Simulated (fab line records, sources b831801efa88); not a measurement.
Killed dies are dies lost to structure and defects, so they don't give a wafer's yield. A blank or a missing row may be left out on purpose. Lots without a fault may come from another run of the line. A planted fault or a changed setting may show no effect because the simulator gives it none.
fab line records | flow sky130 | part 2 of 2: steps 44 to 44 of 44
record lots=6 wafers=18 last_day=50
route steps=708 shown VIA2@522 METAL3@532 CAPM@537 PAD_OPEN@708
lots that met no fault: from a run of the same line without faults
start_h: hours from the record's first day to the start of the lot's first wafer shown | wait_h: hours since the lot's step before | " the same as in the row above | L1.1+2: a row that stands for several wafers | - no value, or no start given | * or withheld: withheld | < > ~ a bound
route shown NAME@n: a module of which the file shows steps, and the number in the route of the first | usual: mean/standard deviation of fault-free wafers | same: alike in all rows | chamber/n: place in a boat | sites: the reading at each site | _std_site: their standard deviation | _edge_site: outer sites' mean less inner sites' | radius_mm: how far each site lies from the wafer's centre | mask NAME#n: copy n | behind: the tool/chamber that last shaped the wafer | hold: why the lot was held/for how many hours/how that ended | device: the transistor (n, p or np) that didn't switch | end of line: the same wafers' tests at the end of the route | a step without rows: its recipe alone | killed: dies lost to structure and defects at the first sort, not the wafer's yield | map: a wafer's dies, x killed, . not, _ none there
set.NAME: the setting as run; set.NAME@STEP: as run at that earlier step | model.NAME: the simulator's own value behind a step, which no gauge read
lots at some steps of the route; a table a step, a row a wafer
services: from which hour (start_h, from the record's first day; less than 0 if before it) a tool's chamber was out of use, for how many hours, and why
## steps
# step SKY_PAD_OPEN_PROBE_99
# usual defect_limited_yield=82.4/1.9 killed_at_M0_to_M3=44/7.1 killed_at_M4_up=3.5/2 killed_at_contacts=24/5.3 killed_at_front_end=15/4.8 killed_at_other=0.1/0.35 killed_dies=86/9.3 killed_open=47/7.8 killed_short=39/5.9 sort_bin_3_pad_short=0.8/0.42 sort_bin_5_function=10.3/1.4 sort_bin_6_memory=6.4/1.1 sort_n_pass=406/9.3 sort_yield_pct=82.4/1.9
# same gross_dies=492 killed_at_back_side=0 sort_bin_4_leakage[%]=0 sort_bin_8_speed[%]=0
# columns lot.wafer tool chamber start_h wait_h defect_limited_yield[%] killed_at_M0_to_M3 killed_at_M4_up killed_at_contacts killed_at_front_end killed_at_other killed_dies killed_open killed_short sort_bin_3_pad_short[%] sort_bin_5_function[%] sort_bin_6_memory[%] sort_n_pass sort_yield_pct[%] model.etest.met3.line_ohm_um model.etest.met3.rs_ohm_sq
L139.1 prober-02 - 1078.98 0.1 81.1 44 3 35 10 1 93 53 40 1.0 11.4 6.5 399 81.1 0.1426 0.0436
L139.4 prober-02 - 1079.13 0.2 81.1 52 2 24 15 0 93 61 32 0.2 11.2 7.5 399 81.1 0.1424 0.04242
L139.5 prober-02 - 1079.18 0.2 85.2 35 4 20 14 0 73 45 28 1.0 7.5 6.3 419 85.2 0.1436 0.04307
L145.2 prober-01 - 1122.88 0.1 82.1 53 7 15 12 1 88 48 40 1.2 10.8 5.9 404 82.1 0.1376 0.04262
L145.3 prober-01 - 1122.93 0.2 82.5 35 5 32 14 0 86 47 39 1.8 10.6 5.1 406 82.5 0.1411 0.04315
L145.5 prober-01 - 1123.03 0.2 80.1 57 0 24 17 0 98 62 36 0.8 12.6 6.5 394 80.1 0.1346 0.04185
L150.2 prober-02 - 1150.14 0.1 79.9 56 3 18 21 1 99 52 47 1.0 10.0 9.1 393 79.9 0.1561 0.04752
L150.3 prober-02 - 1150.19 0.2 81.3 42 3 23 24 0 92 49 43 1.4 9.8 7.5 400 81.3 0.1523 0.04729
L150.5 prober-02 - 1150.29 0.2 83.1 52 0 18 13 0 83 45 38 0.4 10.4 6.1 409 83.1 0.1537 0.04691
L151.1 prober-01 - 1151.33 0.1 83.1 47 4 18 13 1 83 43 40 1.8 8.7 6.3 409 83.1 0.1568 0.04659
L151.3 prober-01 - 1151.43 0.2 83.3 38 2 25 17 0 82 40 42 1.4 9.1 6.1 410 83.3 0.1586 0.047
L151.5 prober-01 - 1151.53 0.2 82.5 48 4 30 4 0 86 49 37 0.6 10.4 6.5 406 82.5 0.1571 0.0474
L153.1 prober-01 - 1162.54 0.1 78.7 52 2 28 23 0 105 60 45 0.8 12.2 8.3 387 78.7 0.1398 0.04279
L153.4 prober-01 - 1162.69 0.2 82.1 38 3 28 18 1 88 45 43 0.8 12.6 4.5 404 82.1 0.142 0.04311
L153.6 prober-01 - 1162.79 0.2 81.3 56 2 20 14 0 92 50 42 0.6 13.0 5.1 400 81.3 0.1401 0.04299
L160.1 prober-02 - 1204.04 0.1 82.3 55 0 19 13 0 87 58 29 0.6 9.3 7.7 405 82.3 0.1376 0.04319
L160.3 prober-02 - 1204.14 0.2 79.7 53 1 22 24 0 100 61 39 0.8 12.0 7.5 392 79.7 0.1376 0.04305
L160.4 prober-02 - 1204.19 0.2 79.5 45 7 18 31 0 101 56 45 0.6 10.8 9.1 391 79.5 0.1476 0.04359
# killed by level:class
L139.1 CONTACT:geometric_particle:open=15 VIA1:geometric_particle:open=13 METAL2:geometric_particle:short=10 LI_CONTACT:geometric_particle:open=8 LOCAL_INTERCONNECT:geometric_particle:short=7 POLY_GATE:geometric_particle:open=4 METAL1:geometric_particle:short=4 VIA2:geometric_particle:open=4
L139.4 VIA1:geometric_particle:open=14 CONTACT:geometric_particle:open=10 VIA2:geometric_particle:open=9 VIA3:geometric_particle:open=8 METAL2:geometric_particle:short=7 LI_CONTACT:geometric_particle:open=7 POLY_GATE:geometric_particle:open=6 CONTACT:geometric_particle:short=5
L139.5 VIA2:geometric_particle:open=9 LI_CONTACT:geometric_particle:open=8 CONTACT:geometric_particle:open=7 VIA1:geometric_particle:open=7 FIELD_ISO:geometric_particle:open=5 FIELD_ISO:geometric_particle:short=4 POLY_GATE:geometric_particle:short=4 METAL1:geometric_particle:short=4
L145.2 VIA1:geometric_particle:open=15 VIA3:geometric_particle:open=8 FIELD_ISO:geometric_particle:short=7 VIA1:geometric_particle:short=7 METAL4:geometric_particle:short=6 LI_CONTACT:geometric_particle:open=5 METAL1:geometric_particle:short=5 CONTACT:geometric_particle:open=5
L145.3 CONTACT:geometric_particle:open=12 VIA1:geometric_particle:open=11 METAL1:geometric_particle:short=8 LI_CONTACT:geometric_particle:open=7 LOCAL_INTERCONNECT:geometric_particle:short=6 VIA1:geometric_particle:short=6 FIELD_ISO:geometric_particle:open=5 CONTACT:geometric_particle:short=5
L145.5 VIA1:geometric_particle:open=17 VIA2:geometric_particle:open=12 CONTACT:geometric_particle:open=11 VIA3:geometric_particle:open=9 METAL1:geometric_particle:short=7 POLY_GATE:geometric_particle:short=6 LI_CONTACT:geometric_particle:open=6 FIELD_ISO:geometric_particle:short=5
L150.2 VIA1:geometric_particle:open=11 CONTACT:geometric_particle:open=10 METAL2:geometric_particle:short=7 METAL1:geometric_particle:short=6 VIA1:geometric_particle:short=6 VIA3:geometric_particle:open=6 FIELD_ISO:geometric_particle:short=5 METAL3:geometric_particle:short=5
L150.3 CONTACT:geometric_particle:open=14 FIELD_ISO:geometric_particle:open=8 METAL1:geometric_particle:short=8 VIA3:geometric_particle:open=7 VIA1:geometric_particle:open=5 FIELD_ISO:geometric_particle:short=4 POLY_GATE:geometric_particle:short=4 METAL2:geometric_particle:short=4
L150.5 METAL1:geometric_particle:short=9 VIA1:geometric_particle:open=9 VIA2:geometric_particle:open=8 CONTACT:geometric_particle:open=6 VIA1:geometric_particle:short=6 POLY_GATE:geometric_particle:open=5 CONTACT:geometric_particle:short=5 METAL1:geometric_particle:open=5
L151.1 VIA1:geometric_particle:open=11 VIA2:geometric_particle:open=8 CONTACT:geometric_particle:open=7 POLY_GATE:geometric_particle:short=6 CONTACT:geometric_particle:short=6 VIA3:geometric_particle:short=6 METAL2:geometric_particle:short=5 VIA1:geometric_particle:short=4
L151.3 CONTACT:geometric_particle:open=9 VIA1:geometric_particle:open=8 CONTACT:geometric_particle:short=6 VIA3:geometric_particle:short=6 VIA3:geometric_particle:open=6 POLY_GATE:geometric_particle:open=5 FIELD_ISO:geometric_particle:short=4 POLY_GATE:geometric_particle:short=4
L151.5 CONTACT:geometric_particle:open=10 VIA2:geometric_particle:open=10 VIA1:geometric_particle:open=9 VIA3:geometric_particle:open=8 CONTACT:geometric_particle:short=8 LI_CONTACT:geometric_particle:open=7 VIA2:geometric_particle:short=5 VIA3:geometric_particle:short=4
L153.1 VIA1:geometric_particle:open=12 METAL2:geometric_particle:short=11 VIA3:geometric_particle:open=10 CONTACT:geometric_particle:open=9 LI_CONTACT:geometric_particle:open=8 FIELD_ISO:geometric_particle:open=7 POLY_GATE:geometric_particle:open=7 CONTACT:geometric_particle:short=5
L153.4 LI_CONTACT:geometric_particle:open=10 CONTACT:geometric_particle:open=8 VIA1:geometric_particle:open=8 METAL1:geometric_particle:short=6 VIA2:geometric_particle:open=6 POLY_GATE:geometric_particle:short=5 VIA1:geometric_particle:short=5 CONTACT:geometric_particle:short=4
L153.6 VIA1:geometric_particle:open=13 METAL2:geometric_particle:short=10 VIA2:geometric_particle:open=8 METAL1:geometric_particle:short=7 VIA1:geometric_particle:short=6 CONTACT:geometric_particle:open=6 LI_CONTACT:geometric_particle:open=5 VIA3:geometric_particle:open=5
L160.1 VIA1:geometric_particle:open=16 CONTACT:geometric_particle:open=10 VIA3:geometric_particle:open=8 VIA2:geometric_particle:open=7 VIA1:geometric_particle:short=7 METAL1:geometric_particle:open=6 FIELD_ISO:geometric_particle:short=4 POLY_GATE:geometric_particle:open=4
L160.3 VIA1:geometric_particle:open=15 VIA3:geometric_particle:open=11 CONTACT:geometric_particle:open=9 FIELD_ISO:geometric_particle:open=7 POLY_GATE:geometric_particle:open=6 POLY_GATE:geometric_particle:short=5 LI_CONTACT:geometric_particle:short=5 LI_CONTACT:geometric_particle:open=5
L160.4 VIA1:geometric_particle:open=11 POLY_GATE:geometric_particle:short=10 VIA1:geometric_particle:short=9 CONTACT:geometric_particle:open=8 FIELD_ISO:geometric_particle:open=6 FIELD_ISO:geometric_particle:short=6 LI_CONTACT:geometric_particle:open=6 VIA2:geometric_particle:open=6
## services
# columns tool chamber start_h hours kind
cmp-02 - 831.64 2.7 repair
cmp-01 - 834.07 5.2 repair
plasma_asher-01 - 837.02 6.3 repair
pvd_sputter-04 - 851.69 3.7 repair
plasma_asher-01 - 872.86 2.8 pm
rie_diel-02 2 878.79 4.8 repair
rie_metal-04 1 885.58 21.1 repair
pvd_sputter-04 - 891.01 0.6 repair
cmp-01 - 912.00 4.0 pm
pvd_sputter-04 - 922.71 3.3 repair
rie_diel-02 1 950.09 3.8 repair
rie_diel-02 1 957.42 1.2 repair
rie_diel-02 3 960.95 2.8 repair
rie_diel-02 1 970.46 3.4 repair
rie_metal-04 - 981.06 0.5 repair
pvd_sputter-03 - 989.84 2.7 repair
rie_metal-04 0 1001.86 5.7 repair
rie_diel-02 2 1002.76 2.9 repair
plasma_asher-01 - 1015.16 38.0 repair
rie_metal-04 1 1017.43 2.9 repair
rie_diel-02 0 1021.29 15.8 repair
rie_diel-02 2 1036.29 4.0 repair
pvd_sputter-04 - 1037.28 1.0 repair
plasma_asher-01 - 1055.25 9.0 pm
## key
first_sign step=SKY_METAL3_SPUTTER_02 reading=cathode_dc_power_W direction=down sigmas=99+ usual=10600 struck=9570.8
effect step=SKY_METAL3_METAL_ETCH_18 reading=oes_product_au direction=down sigmas=5.5 usual=0.863 struck=0.826
model_effect step=SKY_METAL3_SPUTTER_02 value=AlCu_of_METAL3_SPUTTER_02.thk_nm without=736.4 struck=665
model_effect step=SKY_PAD_OPEN_PROBE_99 value=etest.met3.line_ohm_um without=0.1405 struck=0.1558
met_at SKY_METAL3_SPUTTER_02
struck_wafers L150.2,L150.3,L150.5,L151.1,L151.3,L151.5
onset_between 852.89 940.43
fault kind=process_parameter_drift tool=pvd_sputter-03 chamber=- onset_h=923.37 steps=SKY_METAL3_SPUTTER_02 channel=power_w offset=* shape=step end_h=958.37 acts_in=* stated=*
